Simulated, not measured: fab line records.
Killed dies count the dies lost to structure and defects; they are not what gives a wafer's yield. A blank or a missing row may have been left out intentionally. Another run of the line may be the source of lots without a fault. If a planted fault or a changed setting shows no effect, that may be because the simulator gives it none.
A lot that was struck, set against a sound lot || flow sky130 || 43 out of 708 route steps
Sound: the wafers L957.4, L957.5, L957.6. Struck: wafer L955.2; the same lot's L955.4 was not struck, so it is left out; see the end for the cause.
At each step with rows: each side's tool, then ch and its chambers, then its first start. Under that, the readings that differ: sound wafers || struck wafers || difference of the means || sigmas: that difference in standard deviations of wafers without a fault.
alike: words and numbers the same on both sides, and readings whose means are apart by under 2 such deviations; not compared: readings that were withheld, readings missing a value for some wafer, numbers with overlapping values and no deviation given by the record, and bounds like >300 which may hide the same value.
The two part at a step that has a row with sigmas, a row that says differs or no value, or rows on one side only. Numbers that don't overlap but have no deviation are shown without sigmas and don't part them. A reading missing from all wafers of one side parts the sides only when that side holds two or more wafers.

SKY_VT_ADJUST_LVTN_OVL_MEAS_07:
  sound: overlay-02 at day 9 19:55; struck: overlay-01 at day 9 10:11
  alike: VT_ADJUST_LVTN_OVL
after that, 1 step had no rows for these wafers: SKY_VT_ADJUST_LVTN_IMPLANT_08.
SKY_VT_ADJUST_LVTN_STRIP_09: strips in O2/N2.
  sound on plasmaAsher-04 ch 0,1, day 9 20:07; struck on plasmaAsher-04 ch 0, day 9 10:22
{"reading": "rfHoursCounterH (h)", "sound": "- - -", "struck": 52, "difference": "no value on the sound wafers", "sigmas": ""}
{"reading": "stripTimeToEndpointS (s)", "sound": "36.92 36.97 37.00", "struck": 36.69, "difference": -0.27, "sigmas": -2}
  alike: drypumpMotorCurrentA, oesProductAu
SKY_VT_ADJUST_LVTN_TW_MEAS_10:
  sound: filmMetro-01 at day 9 20:13; struck: filmMetro-04 at day 9 10:29
  alike: VT_ADJUST_LVTN_TW
then, 7 steps without rows for these wafers: SKY_VT_ADJUST_LVTN_DEHYDRATE_11 (time 60 s); SKY_VT_ADJUST_LVTN_HMDS_12 (prime time 60 s); SKY_VT_ADJUST_LVTN_COAT_13 (resist thk 1140 nm); SKY_VT_ADJUST_LVTN_SOFTBAKE_14 (time 60 s); SKY_VT_ADJUST_LVTN_EXPOSE_15 (exposes mask HVN STD DERIVED, target cd 600 nm); SKY_VT_ADJUST_LVTN_PEB_16; SKY_VT_ADJUST_LVTN_DEVELOP_17 (develop time 60 s).
SKY_VT_ADJUST_LVTN_OVL_MEAS_18:
  sound: overlay-02 at day 10 17:34; struck: overlay-01 at day 10 07:39
{"reading": "VT_ADJUST_LVTN_01_OVL (nm)", "sound": "-4.7 -3.5 -5.0", "struck": 0.2, "difference": "+4.6", "sigmas": "+3"}
SKY_VT_ADJUST_LVTN_IMPLANT_19:
  sound on implanter-03 ch 0, day 10 17:39; struck on implanter-01 ch 0, day 10 07:42
SKY_VT_ADJUST_LVTN_STRIP_20: strips in O2/N2.
  sound on plasmaAsher-01 ch 0,1, day 10 17:46; struck on plasmaAsher-04 ch 0, day 10 07:50
{"reading": "rfHoursCounterH (h)", "sound": "- - -", "struck": 54, "difference": "no value on the sound wafers", "sigmas": ""}
  alike: drypumpMotorCurrentA, oesProductAu, stripTimeToEndpointS
SKY_VT_ADJUST_LVTN_TW_MEAS_21:
  sound: filmMetro-01 at day 10 17:52; struck: filmMetro-03 at day 10 07:56
  alike: VT_ADJUST_LVTN_2_TW
then, 7 steps without rows for these wafers: SKY_VT_ADJUST_NCORE_DEHYDRATE_00 (time 60 s); SKY_VT_ADJUST_NCORE_HMDS_01 (prime time 60 s); SKY_VT_ADJUST_NCORE_COAT_02 (resist thk 1140 nm); SKY_VT_ADJUST_NCORE_SOFTBAKE_03 (time 60 s); SKY_VT_ADJUST_NCORE_EXPOSE_04 (exposes mask LVTN COMPLEMENT THIN, target cd 380 nm); SKY_VT_ADJUST_NCORE_PEB_05; SKY_VT_ADJUST_NCORE_DEVELOP_06 (develop time 60 s).
SKY_VT_ADJUST_NCORE_CD_MEAS_07 targets a cd of 380 nm.
  sound: cdSem-02 at day 11 17:23; struck: cdSem-02 at day 11 07:12
  alike: cdNm
SKY_VT_ADJUST_NCORE_OVL_MEAS_08:
  sound: overlay-01 at day 11 17:28; struck: overlay-01 at day 11 07:19
  alike: VT_ADJUST_NCORE_OVL
after that, 1 step had no rows for these wafers: SKY_VT_ADJUST_NCORE_IMPLANT_09.
SKY_VT_ADJUST_NCORE_STRIP_10: strips in O2/N2.
  sound on plasmaAsher-02 ch 0,1, day 11 17:40; struck on plasmaAsher-03 ch 1, day 11 07:29
{"reading": "rfHoursCounterH (h)", "sound": "- - -", "struck": 12, "difference": "no value on the sound wafers", "sigmas": ""}
{"reading": "stripTimeToEndpointS (s)", "sound": "14.25 14.20 14.23", "struck": 14.14, "difference": -0.09, "sigmas": -2}
  alike: drypumpMotorCurrentA, oesProductAu
SKY_VT_ADJUST_NCORE_TW_MEAS_11:
  sound: filmMetro-02 at day 11 17:46; struck: filmMetro-03 at day 11 07:36
  alike: VT_ADJUST_NCORE_TW
then, 7 steps without rows for these wafers: SKY_VT_ADJUST_HVTR_DEHYDRATE_00 (time 60 s); SKY_VT_ADJUST_HVTR_HMDS_01 (prime time 60 s); SKY_VT_ADJUST_HVTR_COAT_02 (resist thk 1140 nm); SKY_VT_ADJUST_HVTR_SOFTBAKE_03 (time 60 s); SKY_VT_ADJUST_HVTR_EXPOSE_04 (exposes mask HVTRM, target cd 380 nm); SKY_VT_ADJUST_HVTR_PEB_05; SKY_VT_ADJUST_HVTR_DEVELOP_06 (develop time 60 s).
SKY_VT_ADJUST_HVTR_CD_MEAS_07 targets a cd of 380 nm.
  sound: cdSem-01 at day 12 17:59; struck: cdSem-01 at day 12 06:07
  alike: cdNm
SKY_VT_ADJUST_HVTR_OVL_MEAS_08:
  sound: overlay-01 at day 12 18:04; struck: overlay-02 at day 12 06:13
  alike: VT_ADJUST_HVTR_OVL
after that, 1 step had no rows for these wafers: SKY_VT_ADJUST_HVTR_IMPLANT_09.
SKY_VT_ADJUST_HVTR_STRIP_10: strips in O2/N2.
  sound on plasmaAsher-02 ch 0,1, day 12 18:16; struck on plasmaAsher-02 ch 0, day 12 06:24
{"reading": "rfHoursCounterH (h)", "sound": "- - -", "struck": 45, "difference": "no value on the sound wafers", "sigmas": ""}
{"reading": "stripTimeToEndpointS (s)", "sound": "14.144 14.133 14.171", "struck": 14.220, "difference": "+0.071", "sigmas": "+3"}
  alike: drypumpMotorCurrentA, oesProductAu
SKY_VT_ADJUST_HVTR_TW_MEAS_11:
  sound: filmMetro-02 at day 12 18:22; struck: filmMetro-04 at day 12 06:31
  alike: VT_ADJUST_HVTR_TW
then, 3 steps without rows for these wafers: SKY_VT_ADJUST_PCH_DEHYDRATE_00 (time 60 s); SKY_VT_ADJUST_PCH_HMDS_01 (prime time 60 s); SKY_VT_ADJUST_PCH_COAT_02 (resist thk 3000 nm).
-- the record jumps here: 36 days lie between the struck wafers' starts before and after (it left off in module VT_ADJUST_PCH and takes up again in module PAD_OPEN, whose first step shown is number 708 of the route) --
SKY_PAD_OPEN_PROBE_99:
  sound: prober-02 at day 48 12:05; struck: prober-02 at day 47 22:50
{"reading": "hold", "sound": "- - -", "struck": "awaitDispo/3.5h/release", "difference": "no value on the sound wafers", "sigmas": ""}
{"reading": "model.etest.nfetG5v0d10v5.vtVRange", "sound": "0.01297 0.01054 0.01681", "struck": 0.02131, "difference": "+0.00787", "sigmas": ""}

WHERE THEY PART
Earliest at SKY_VT_ADJUST_LVTN_STRIP_09; latest, in this record, at SKY_PAD_OPEN_PROBE_99.

WHY: what the simulator had put in
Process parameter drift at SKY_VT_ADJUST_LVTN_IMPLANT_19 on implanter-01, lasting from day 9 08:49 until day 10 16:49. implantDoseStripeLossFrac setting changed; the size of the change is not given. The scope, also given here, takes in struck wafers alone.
